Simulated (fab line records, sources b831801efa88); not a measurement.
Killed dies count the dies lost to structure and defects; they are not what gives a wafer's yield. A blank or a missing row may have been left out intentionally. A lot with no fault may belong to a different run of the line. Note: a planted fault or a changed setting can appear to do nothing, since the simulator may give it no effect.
Which tool was responsible? | flow gf180mcu | 18 wafers from 6 lots sampled at 3 of the route's 602 steps

WHAT THE GAUGES READ, wafer by wafer
GF_HV_LDD_RS_MEAS_53: measurement is done with a four-point probe.
lot  | measured     | on           | HV_LDD_RS (ohm/sq)
L528 | day 13 16:42 | filmMetro-01 | 418.3 418.7 418.2
L530 | day 14 04:25 | filmMetro-04 | 419.1 419.5 417.8
L535 | day 15 19:18 | filmMetro-04 | 417.8 418.2 418.4
L541 | day 17 19:15 | filmMetro-03 | 417.2 418.1 418.1
L545 | day 18 19:01 | filmMetro-01 | 416.9 417.3 417.5
L547 | day 19 14:27 | filmMetro-03 | 418.5 418.9 417.5

WHAT TOOL EACH LOT RAN ON (gives the tool, then ch and the chambers of the sampled wafers, and finally the start)
lot  | GF_HV_LDD_IMPLANT_35            | GF_HV_LDD_STRIP_37
L528 | implanter-01 ch 0, day 12 19:37 | plasmaAsher-02 ch 0,1, day 12 19:55
L530 | implanter-04 ch 0, day 13 07:18 | plasmaAsher-02 ch 0,1, day 13 07:34
L535 | implanter-02 ch 0, day 14 20:34 | plasmaAsher-02 ch 0,1, day 14 20:52
L541 | implanter-02 ch 0, day 16 19:29 | plasmaAsher-02 ch 0,1, day 16 19:46
L545 | implanter-01 ch 0, day 17 18:44 | plasmaAsher-04 ch 0,1, day 17 19:01
L547 | implanter-04 ch 0, day 18 13:26 | plasmaAsher-01 ch 0,1, day 18 13:43
- GF_HV_LDD_IMPLANT_35
- GF_HV_LDD_STRIP_37: strips in O2/N2.

THE ANSWER, worked out from the rows above alone
Rule: the usual values come from the lots themselves. Put in order of their means at a reading, lots are off if they are a third of the lots or fewer, leave a main group of 4 or more, and stand apart from it by a gap of 3 or more times the standard deviation of the main group's means; of several such gaps the widest counts. If all means in a main group match to the digits the tables above print for the reading, that group is not used. Also off: a lot with no number at a reading for which 4 or more lots have one. All remaining lots with rows at the step are treated as sound.
Nothing can be told from this: no lot is off at any reading shown.

WHAT HAD BEEN PUT IN BY THE SIMULATOR
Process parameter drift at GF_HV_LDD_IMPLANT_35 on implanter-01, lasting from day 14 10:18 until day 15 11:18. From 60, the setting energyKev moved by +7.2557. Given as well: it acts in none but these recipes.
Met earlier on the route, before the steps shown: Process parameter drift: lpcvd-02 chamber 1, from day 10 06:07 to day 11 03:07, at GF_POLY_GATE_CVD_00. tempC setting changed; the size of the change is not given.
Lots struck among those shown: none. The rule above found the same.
